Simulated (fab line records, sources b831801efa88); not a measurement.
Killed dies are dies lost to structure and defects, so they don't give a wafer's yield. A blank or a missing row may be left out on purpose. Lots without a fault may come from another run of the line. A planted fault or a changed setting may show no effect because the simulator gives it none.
fab line records | flow sky130
record lots=4 wafers=12 last_day=49
route steps=708 shown LDD_HVP@279 LDD_LDN@289 SPACER@304 POLY_CUT@307 SD_P@320 RES_XHIGH@341 PAD_OPEN@708
lots that met no fault: from a run of the same line without faults
start_h: hours from the record's first day to the start of the lot's first wafer shown | wait_h: hours since the lot's step before | " the same as in the row above | L1.1+2: a row that stands for several wafers | - no value, or no start given | * or withheld: withheld | < > ~ a bound
route shown NAME@n: a module of which the file shows steps, and the number in the route of the first | usual: mean/standard deviation of fault-free wafers | same: alike in all rows | chamber/n: place in a boat | sites: the reading at each site | _std_site: their standard deviation | _edge_site: outer sites' mean less inner sites' | radius_mm: how far each site lies from the wafer's centre | mask NAME#n: copy n | behind: the tool/chamber that last shaped the wafer | hold: why the lot was held/for how many hours/how that ended | device: the transistor (n, p or np) that didn't switch | end of line: the same wafers' tests at the end of the route | a step without rows: its recipe alone | killed: dies lost to structure and defects at the first sort, not the wafer's yield | map: a wafer's dies, x killed, . not, _ none there
set.NAME: the setting as run; set.NAME@STEP: as run at that earlier step | model.NAME: the simulator's own value behind a step, which no gauge read
lots at some steps of the route; a table a step, a row a wafer
services: from which hour (start_h, from the record's first day; less than 0 if before it) a tool's chamber was out of use, for how many hours, and why
## steps
# step SKY_LDD_HVP_HMDS_01
# recipe prime_time_s=60 prime_temp_c=120
# step SKY_LDD_HVP_COAT_02
# recipe resist=NOVOLAK spin_rpm=3000 resist_thk_nm=300
# step SKY_LDD_HVP_SOFTBAKE_03
# recipe temp_c=90 time_s=60 resist=NOVOLAK
# step SKY_LDD_HVP_EXPOSE_04
# recipe mask_id=HVPTM na=0.6 source_shape=conventional sigma_outer=0.6 polarization=unpolarized target_cd_nm=700 dose_mj=86
# step SKY_LDD_HVP_PEB_05
# recipe temp_c=withheld time_s=* resist=NOVOLAK
# step SKY_LDD_HVP_DEVELOP_06
# recipe resist=NOVOLAK developer=TMAH develop_time_s=60 dev_temp_c=23
# step SKY_LDD_HVP_IMPLANT_08
# recipe species=B energy_kev=20 dose_cm2=1.7e+13 tilt_deg=17.9
# step SKY_LDD_HVP_STRIP_09
# recipe chemistry=O2/N2 power_w=1400 pressure_mtorr=1500 platen_temp_c=withheld o2_flow_sccm=3000 n2_flow_sccm=300 overash_fraction=0.5
# step SKY_LDD_LDN_DEHYDRATE_00
# recipe temp_c=200 time_s=60
# step SKY_LDD_LDN_HMDS_01
# recipe prime_time_s=60 prime_temp_c=120
# step SKY_LDD_LDN_COAT_02
# recipe resist=NOVOLAK spin_rpm=3000 resist_thk_nm=1140
# usual chill_plate_temp_C=22.97/0.12 dispense_pressure_kPa=50/3.8 exhaust_pa=45.0/0.77 spin_speed_rpm=3000.2/1.9
# columns lot.wafer tool chamber start_h wait_h chill_plate_temp_C dispense_pressure_kPa exhaust_pa spin_speed_rpm
L318.3 litho_track-03 0 558.38 0.1 22.85 52 44.4 3002.6
L318.5 " 0 " " 23.00 52 45.6 3002.3
L318.6 " 0 " " 23.02 52 43.1 3002.1
L325.4 litho_track-03 - 664.86 0.1 - - - -
L325.5 " - " " - - - -
L325.6 " - " " - - - -
L326.2 litho_track-03 - 666.71 0.1 - - - -
L326.4 " - " " - - - -
L326.5 " - " " - - - -
L330.4 litho_track-04 0 676.31 0.1 23.01 53 46.6 3000.8
L330.5 " 0 " " 23.04 53 47.3 3000.5
L330.6 " 0 " " 23.05 53 45.9 2999.0
# step SKY_LDD_LDN_SOFTBAKE_03
# recipe temp_c=90 time_s=60 resist=NOVOLAK
# step SKY_LDD_LDN_EXPOSE_04
# recipe mask_id=LDNTM na=0.6 source_shape=conventional sigma_outer=0.6 polarization=unpolarized target_cd_nm=700 dose_mj=140
# step SKY_LDD_LDN_PEB_05
# recipe temp_c=withheld time_s=* resist=NOVOLAK
# step SKY_LDD_LDN_DEVELOP_06
# recipe resist=NOVOLAK developer=TMAH develop_time_s=60 dev_temp_c=23
# step SKY_LDD_LDN_OVL_MEAS_07
# usual LDD_LDN_OVL=0.5/1.1
# columns lot.wafer tool chamber start_h wait_h LDD_LDN_OVL[nm]
L318.3 overlay-01 - 573.10 0.1 -0.1
L318.5 " - " " 0.4
L318.6 " - " " -0.9
L325.4 overlay-01 - 678.55 0.1 -
L325.5 " - " " -
L325.6 " - " " -
L326.2 overlay-01 - 680.59 0.1 -
L326.4 " - " " -
L326.5 " - " " -
L330.4 overlay-01 - 690.26 0.1 -0.2
L330.5 " - " " -0.3
L330.6 " - " " -0.1
# step SKY_LDD_LDN_IMPLANT_08
# recipe species=As energy_kev=15 dose_cm2=1.25e+13 tilt_deg=withheld rotation_deg=23
# step SKY_LDD_LDN_IMPLANT_09
# recipe species=As energy_kev=15 dose_cm2=1.25e+13 tilt_deg=withheld rotation_deg=113
# step SKY_LDD_LDN_IMPLANT_10
# recipe species=As energy_kev=15 dose_cm2=1.25e+13 tilt_deg=withheld rotation_deg=203
# step SKY_LDD_LDN_IMPLANT_11
# recipe species=As energy_kev=15 dose_cm2=1.25e+13 tilt_deg=withheld rotation_deg=293
# step SKY_LDD_LDN_STRIP_12
# recipe chemistry=O2/N2 power_w=1400 pressure_mtorr=1500 platen_temp_c=withheld o2_flow_sccm=3000 n2_flow_sccm=300 overash_fraction=0.5
# step SKY_LDD_LDN_CLEAN_14
# recipe chemistry=SC1/SC2 mix=1:4:20 temp_c=70 time_s=150 dry=n2_spin
# step SKY_SPACER_CVD_00
# recipe material=Si3N4 precursor=DCS/NH3 target_thk_nm=43.1 temp_c=770 time_s=740 pressure_mtorr=250
# step SKY_SPACER_ETCHBACK_02
# recipe chemistry=CH3F/O2 target=Si3N4 stop_on=SiO2 source_w=400 bias_w=80 pressure_mtorr=25 ch3f_flow_sccm=40 O2_flow_sccm=30 time_s=46.7 target_depth_a=450
# step SKY_POLY_CUT_DEHYDRATE_00
# recipe temp_c=200 time_s=60
# step SKY_POLY_CUT_HMDS_01
# recipe prime_time_s=60 prime_temp_c=120
# step SKY_POLY_CUT_COAT_02
# recipe resist=BARC temp_c=withheld time_s=withheld spin_rpm=3000 resist_thk_nm=60
# step SKY_POLY_CUT_COAT_03
# recipe resist=KrF-thick spin_rpm=3000 resist_thk_nm=450
# step SKY_POLY_CUT_SOFTBAKE_04
# recipe temp_c=100 time_s=90 resist=KrF-thick
# step SKY_POLY_CUT_EXPOSE_05
# recipe mask_id=NPCM na=0.8 source_shape=annular sigma_inner=0.55 sigma_outer=0.85 target_cd_nm=270 dose_mj=32
# step SKY_POLY_CUT_PEB_06
# recipe peb_temp_c=withheld peb_time_s=withheld resist=KrF-thick
# step SKY_POLY_CUT_DEVELOP_07
# recipe develop_time_s=60 resist=KrF-thick dev_temp_c=21
# step SKY_POLY_CUT_ETCH_10
# recipe chemistry=N2/H2 target=BARC ion_energy_ev=200 source_w=500 bias_w=100 pressure_mtorr=30 n2_flow_sccm=100 h2_flow_sccm=200 stop_on=SiO2 time_s=45.9 target_depth_a=600
# step SKY_POLY_CUT_ETCH_11
# recipe target=Si3N4 chemistry=CF4/CH2F2/Ar stop_on=poly-Si source_w=600 bias_w=150 pressure_mtorr=40 cf4_flow_sccm=40 ch2f2_flow_sccm=20 Ar_flow_sccm=150 time_s=42.5 target_depth_a=600
# step SKY_POLY_CUT_STRIP_12
# recipe chemistry=O2/N2 power_w=1400 pressure_mtorr=1500 platen_temp_c=withheld o2_flow_sccm=3000 n2_flow_sccm=300 overash_fraction=0.5
# step SKY_SD_P_DEHYDRATE_00
# recipe temp_c=200 time_s=60
# step SKY_RES_XHIGH_TW_MEAS_09
# usual RES_XHIGH_TW=1661/27
# columns lot.wafer tool chamber start_h wait_h RES_XHIGH_TW
L318.3 film_metro-04 - 665.82 0.1 1688
L318.5 " - " " 1690
L318.6 " - " " 1686
L325.4 film_metro-04 - 765.23 0.1 1964
L325.5 " - " " 1956
L325.6 " - " " 1950
L326.2 film_metro-04 - 767.06 0.1 1956
L326.4 " - " " 1960
L326.5 " - " " 1956
L330.4 film_metro-04 - 775.96 0.1 1687
L330.5 " - " " 1675
L330.6 " - " " 1678
# step SKY_PAD_OPEN_PROBE_99
# usual killed_at_M0_to_M3=43/7.3 killed_at_M4_up=3.4/1.7 killed_at_contacts=24/4.5 killed_at_front_end=16/4.4 killed_at_other=0.2/0.51 killed_dies=86/9.7 killed_on_rim=17/3.7 killed_open=46/6.6 killed_short=39/7.1
# same gross_dies=492 killed_at_back_side=0
# columns lot.wafer tool chamber start_h wait_h killed_at_M0_to_M3 killed_at_M4_up killed_at_contacts killed_at_front_end killed_at_other killed_dies killed_on_rim killed_open killed_short model.etest.pfet_01v8.r_on_ohm_um model.etest.tip_p_5v.rs_ohm_sq model.etest.tip_n_5v.rs_ohm_sq model.etest.pfet_g5v0d10v5.r_on_ohm_um model.etest.pfet_01v8.drive_ua_um model.etest.pfet_01v8_hvt.drive_ua_um model.etest.tip_p_5v.rs_ohm_sq_range model.etest.sram_pfet_latch.drive_ua_um
L318.3 prober-01 - 1109.66 0.2 33 4 25 13 0 75 11 35 40 2793 2841 1392 4755 203.2 151.7 57.38 152.9
L318.5 prober-01 - 1109.76 0.2 54 4 20 19 0 97 15 44 53 2799 2823 1404 4823 201.9 152.6 63.64 152.8
L318.6 prober-01 - 1109.81 0.2 37 2 23 13 0 75 15 41 34 2866 2826 1393 4802 195 145.6 83.2 145
L326.2 prober-01 - 1179.01 0.1 45 3 23 421 0 492 96 51 38 8926 7437 1007 4978 59.37 37.97 198.8 38.92
L326.4 prober-01 - 1179.11 0.2 49 3 27 413 0 492 96 56 40 8690 7512 999.6 4911 61.16 39.25 157.5 39.97
L326.5 prober-01 - 1179.16 0.2 49 4 30 409 0 492 96 64 39 9802 7266 1019 4964 54.78 34.44 146.1 36.72
L325.4 prober-01 - 1180.61 0.2 37 1 26 427 1 492 96 41 49 8406 7141 1028 4903 62.49 40.59 197.1 41.69
L325.5 prober-01 - 1180.66 0.2 50 0 23 419 0 492 96 52 37 7558 7244 1021 4950 69.24 46.32 156 46.83
L325.6 prober-01 - 1180.71 0.2 57 1 25 409 0 492 96 54 48 7077 7238 1028 4883 74.86 51.31 111 51.13
L330.4 prober-01 - 1185.44 0.2 39 5 22 18 0 84 16 44 38 2862 2919 1381 4836 197.7 147.5 96.7 148.9
L330.5 prober-01 - 1185.49 0.2 49 3 21 17 0 90 17 54 36 2824 2886 1388 4867 201.1 149.8 61.53 152.5
L330.6 prober-01 - 1185.54 0.2 53 1 26 16 0 96 25 53 42 2867 2912 1389 4858 195.4 146.8 68.45 142.8
# killed by level:class
L318.3 LOCAL_INTERCONNECT:geometric_particle:short=7 CONTACT:geometric_particle:short=6 VIA2:geometric_particle:open=6 METAL1:geometric_particle:short=6 FIELD_ISO:geometric_particle:open=4 POLY_GATE:geometric_particle:short=4 METAL2:geometric_particle:short=4 CONTACT:geometric_particle:open=4
L318.5 VIA3:geometric_particle:open=10 METAL2:geometric_particle:short=10 VIA1:geometric_particle:open=8 FIELD_ISO:geometric_particle:short=7 CONTACT:geometric_particle:open=7 VIA2:geometric_particle:short=6 VIA2:geometric_particle:open=6 LI_CONTACT:geometric_particle:open=6
L318.6 VIA2:geometric_particle:open=13 CONTACT:geometric_particle:open=11 METAL2:geometric_particle:short=6 FIELD_ISO:geometric_particle:short=5 CONTACT:geometric_particle:short=5 VIA1:geometric_particle:short=5 LOCAL_INTERCONNECT:geometric_particle:short=4 POLY_GATE:geometric_particle:open=3
L326.2 LDD_LDN:area_expose=400 VIA1:geometric_particle:open=13 CONTACT:geometric_particle:open=11 METAL2:geometric_particle:short=8 VIA1:geometric_particle:short=7 FIELD_ISO:geometric_particle:open=6 VIA2:geometric_particle:open=5 LOCAL_INTERCONNECT:geometric_particle:short=4
L326.4 LDD_LDN:area_expose=395 VIA1:geometric_particle:open=11 CONTACT:geometric_particle:open=9 FIELD_ISO:geometric_particle:open=7 METAL2:geometric_particle:short=6 LI_CONTACT:geometric_particle:open=6 VIA2:geometric_particle:short=6 VIA2:geometric_particle:open=6
L326.5 LDD_LDN:area_expose=389 VIA1:geometric_particle:open=17 CONTACT:geometric_particle:open=11 CONTACT:geometric_particle:short=8 VIA1:geometric_particle:short=7 FIELD_ISO:geometric_particle:open=6 POLY_GATE:geometric_particle:open=6 LI_CONTACT:geometric_particle:open=6
L325.4 LDD_LDN:area_expose=402 LI_CONTACT:geometric_particle:open=10 VIA1:geometric_particle:open=10 FIELD_ISO:geometric_particle:short=9 LOCAL_INTERCONNECT:geometric_particle:short=6 VIA1:geometric_particle:short=6 FIELD_ISO:geometric_particle:open=5 VIA2:geometric_particle:open=5
L325.5 LDD_LDN:area_expose=403 VIA1:geometric_particle:open=19 VIA2:geometric_particle:open=8 LI_CONTACT:geometric_particle:open=7 CONTACT:geometric_particle:open=7 METAL1:geometric_particle:short=7 VIA3:geometric_particle:short=5 POLY_GATE:geometric_particle:short=4
L325.6 LDD_LDN:area_expose=390 CONTACT:geometric_particle:open=11 METAL1:geometric_particle:short=10 VIA1:geometric_particle:open=10 VIA3:geometric_particle:open=7 METAL2:geometric_particle:short=6 VIA2:geometric_particle:short=6 FIELD_ISO:geometric_particle:short=5
L330.4 VIA1:geometric_particle:open=16 LI_CONTACT:geometric_particle:open=7 METAL1:geometric_particle:short=6 POLY_GATE:geometric_particle:short=5 CONTACT:geometric_particle:open=5 METAL2:geometric_particle:short=5 POLY_GATE:geometric_particle:open=4 CONTACT:geometric_particle:short=4
L330.5 VIA3:geometric_particle:open=12 CONTACT:geometric_particle:open=10 VIA2:geometric_particle:open=8 VIA1:geometric_particle:open=6 FIELD_ISO:geometric_particle:open=5 METAL2:geometric_particle:short=5 METAL1:geometric_particle:short=5 POLY_GATE:geometric_particle:open=4
L330.6 VIA1:geometric_particle:open=16 LI_CONTACT:geometric_particle:open=9 METAL1:geometric_particle:short=8 CONTACT:geometric_particle:short=7 VIA3:geometric_particle:open=7 CONTACT:geometric_particle:open=4 VIA1:geometric_particle:short=4 METAL2:geometric_particle:short=4
# map L325.4 (x killed, . not)
__________xxxxxxxxxx_________
________xxxxxxxxxxxxxx_______
______xxxxxxxxxxxxxxxxxx_____
_____xxxxxxxxxxxxxxxxxxxx____
____xxxxxxxxxxxxxxxxxxxxxx___
___xxxxxxxxxxxxxxxxxxxxxxxx__
__xxxxxxxxxxxxxxxxxxxxxxxxxx_
_xxxxxxxxxxxxxxxxxxxxxxxxxxxx
_xxxxxxxxxxxxxxxxxxxxxxxxxxxx
_xxxxxxxxxxxxxxxxxxxxxxxxxxxx
_xxxxxxxxxxxxxxxxxxxxxxxxxxxx
_xxxxxxxxxxxxxxxxxxxxxxxxxxxx
_xxxxxxxxxxxxxxxxxxxxxxxxxxxx
_xxxxxxxxxxxxxxxxxxxxxxxxxxxx
_xxxxxxxxxxxxxxxxxxxxxxxxxxxx
__xxxxxxxxxxxxxxxxxxxxxxxxxx_
___xxxxxxxxxxxxxxxxxxxxxxxx__
____xxxxxxxxxxxxxxxxxxxxxx___
_____xxxxxxxxxxxxxxxxxxxx____
______xxxxxxxxxxxxxxxxxx_____
________xxxxxxxxxxxxxx_______
__________xxxxxxxxxx_________
# map L326.2 (x killed, . not)
__________xxxxxxxxxx_________
________xxxxxxxxxxxxxx_______
______xxxxxxxxxxxxxxxxxx_____
_____xxxxxxxxxxxxxxxxxxxx____
____xxxxxxxxxxxxxxxxxxxxxx___
___xxxxxxxxxxxxxxxxxxxxxxxx__
__xxxxxxxxxxxxxxxxxxxxxxxxxx_
_xxxxxxxxxxxxxxxxxxxxxxxxxxxx
_xxxxxxxxxxxxxxxxxxxxxxxxxxxx
_xxxxxxxxxxxxxxxxxxxxxxxxxxxx
_xxxxxxxxxxxxxxxxxxxxxxxxxxxx
_xxxxxxxxxxxxxxxxxxxxxxxxxxxx
_xxxxxxxxxxxxxxxxxxxxxxxxxxxx
_xxxxxxxxxxxxxxxxxxxxxxxxxxxx
_xxxxxxxxxxxxxxxxxxxxxxxxxxxx
__xxxxxxxxxxxxxxxxxxxxxxxxxx_
___xxxxxxxxxxxxxxxxxxxxxxxx__
____xxxxxxxxxxxxxxxxxxxxxx___
_____xxxxxxxxxxxxxxxxxxxx____
______xxxxxxxxxxxxxxxxxx_____
________xxxxxxxxxxxxxx_______
__________xxxxxxxxxx_________
## services
# columns tool chamber start_h hours kind
litho_track-03 - 653.73 - consumable_replace:filter
## key
first_sign step=SKY_LDD_LDN_COAT_02 reading=tool_record direction=missing
effect step=SKY_LDD_LDN_OVL_MEAS_07 reading=LDD_LDN_OVL direction=missing
effect step=SKY_RES_XHIGH_TW_MEAS_09 reading=RES_XHIGH_TW direction=up sigmas=11 usual=1661 struck=1957
effect step=SKY_PAD_OPEN_PROBE_99 reading=killed_at_front_end direction=up sigmas=91 usual=16 struck=416
model_effect step=SKY_PAD_OPEN_PROBE_99 value=etest.pfet_01v8.r_on_ohm_um without=2925 struck=8410
more_kills_born_at SKY_LDD_LDN_EXPOSE_04@iline_stepper-01=2379
met_at SKY_LDD_LDN_COAT_02
struck_wafers L325.4,L325.5,L325.6,L326.2,L326.4,L326.5
tester_left_out L325,L326
onset_between 558.38 664.86
fault kind=skipped_step_whole tool=litho_track-03 chamber=- onset_h=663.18 steps=SKY_LDD_LDN_COAT_02 scope=struck_lots_only
# tester_left_out: of these lots the tester's yield and bins aren't shown, on N5 and GAA mostly nor the transistor test; their killed dies are dies lost to structure and defects alone, not to doping, threshold or leakage, so they don't give the yield
